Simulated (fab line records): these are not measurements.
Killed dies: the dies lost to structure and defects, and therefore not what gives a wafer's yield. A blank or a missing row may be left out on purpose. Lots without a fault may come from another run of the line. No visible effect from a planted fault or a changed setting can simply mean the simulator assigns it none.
A lot that was struck, set against a sound lot | flow sky130 | 14 out of 708 route steps
Sound: these wafers, L827.2, L827.4, L827.6. Wafers struck: L835.1, L835.3, L835.6. The cause is given at the end.
Per side, at each step with rows, come the tool, then ch with its chambers, and then its first start. Under that, the readings that differ: sound wafers | struck wafers | difference of the means | sigmas: that difference in standard deviations of wafers without a fault.
alike: readings with means less than 2 such deviations apart, plus words and numbers identical on both sides. not compared: withheld readings, readings lacking a value on some wafer, bounds such as >300 that could conceal the same value, and numbers that have no deviation in the record and whose values overlap.
Wherever a step has rows on one side only, a row that says differs or no value, or a row with sigmas, the two part there. When numbers do not overlap yet have no deviation, they are printed without sigmas and do not part them. A reading missing from all wafers of one side parts the sides only when that side holds two or more wafers.

first, 3 steps without rows for these wafers: SKY_VT_ADJUST_HVTR_EXPOSE_04 (exposes mask HVTRM, target cd 380 nm); SKY_VT_ADJUST_HVTR_PEB_05; SKY_VT_ADJUST_HVTR_DEVELOP_06 (develop time 60 s).
SKY_VT_ADJUST_HVTR_CD_MEAS_07: target cd 380 nm.
  sound on cdSem-01, day 10 15:39; struck on cdSem-01, day 13 04:46
  alike: cdNm
SKY_VT_ADJUST_HVTR_OVL_MEAS_08:
  sound on overlay-02, day 10 15:45; struck on overlay-01, day 13 04:53
  alike: VT_ADJUST_HVTR_OVL
after that, 1 step had no rows for these wafers: SKY_VT_ADJUST_HVTR_IMPLANT_09.
SKY_VT_ADJUST_HVTR_STRIP_10: strips in O2/N2.
  sound on plasmaAsher-04 ch 0,1, day 10 15:56; struck on plasmaAsher-03 ch 0, day 13 05:04
reading                  | sound       | struck      | difference | sigmas
drypumpMotorCurrentA (A) | 5.3 5.3 5.9 | 6.3 6.3 6.3 | +0.8       | +2
  alike: oesProductAu, stripTimeToEndpointS
  not compared: rfHoursCounterH
SKY_VT_ADJUST_HVTR_TW_MEAS_11:
  sound on filmMetro-03, day 10 16:02; struck on filmMetro-03, day 13 05:10
  alike: VT_ADJUST_HVTR_TW
then, 4 steps without rows for these wafers: SKY_VT_ADJUST_PCH_DEHYDRATE_00 (time 60 s); SKY_VT_ADJUST_PCH_HMDS_01 (prime time 60 s); SKY_VT_ADJUST_PCH_COAT_02 (resist thk 3000 nm); SKY_VT_ADJUST_PCH_SOFTBAKE_03.
SKY_VT_ADJUST_PCH_EXPOSE_04: exposes mask NWM, target cd 840 nm.
  struck on ilineStepper-02, day 13 18:07; sound on ilineStepper-02 ch 0, day 11 03:15
  no value came back on the struck wafers for exposureDoseMJCm2, focusOffsetNm (nm), reticleTempC (C); on the sound wafers exposureDoseMJCm2 reads 254.91 254.90 255.17
  alike: mask
after that, 1 step had no rows for these wafers: SKY_VT_ADJUST_PCH_PEB_05.

WHERE THEY PART
First at SKY_VT_ADJUST_HVTR_STRIP_10; last, within this record, at SKY_VT_ADJUST_PCH_EXPOSE_04.

WHY: what had been put in by the simulator
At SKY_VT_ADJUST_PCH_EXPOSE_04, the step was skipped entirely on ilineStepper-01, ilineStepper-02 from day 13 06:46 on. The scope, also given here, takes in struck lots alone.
